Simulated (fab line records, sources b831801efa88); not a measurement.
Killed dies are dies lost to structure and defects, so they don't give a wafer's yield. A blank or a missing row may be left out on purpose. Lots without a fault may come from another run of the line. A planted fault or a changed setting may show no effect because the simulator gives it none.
Which tool did it? | flow sky130 | 7 lots, 21 wafers sampled, at 1 step of a route of 708

WHAT THE GAUGES READ, wafer by wafer
SKY_METAL2_OVL_MEAS_16.
lot  | measured     | on         | METAL2_OVL (nm)
L142 | day 36 04:04 | overlay-02 | -5 -13 -14
L144 | day 36 18:06 | overlay-01 | -6 -8 0
L146 | day 37 08:33 | overlay-02 | 3 12 5
L148 | day 38 02:38 | overlay-01 | -12 -7 -6
L153 | day 39 18:38 | overlay-01 | 5 2 -9
L156 | day 41 00:51 | overlay-02 | 5 13 -3
L158 | day 41 08:18 | overlay-02 | 5 8 3

WHICH TOOL RAN EACH LOT (tool, then ch and the chambers of the sampled wafers, then the start)
The record holds no process step before these readings.

THE ANSWER, worked out from the rows above alone
Rule: what is usual is taken from the lots themselves. Put in order of their means at a reading, lots are off if they are a third of the lots or fewer, leave a main group of 4 or more, and stand apart from it by a gap of 3 or more times the standard deviation of the main group's means; of several such gaps the widest counts. A main group whose means are all the same, to the digits that the tables above print for the reading, isn't used. A lot without any number at a reading at which 4 lots or more have one is off too. The other lots that the step has rows for count as sound.
No lot is off at any reading shown: from this, nothing can be told.

WHAT THE SIMULATOR HAD PUT IN
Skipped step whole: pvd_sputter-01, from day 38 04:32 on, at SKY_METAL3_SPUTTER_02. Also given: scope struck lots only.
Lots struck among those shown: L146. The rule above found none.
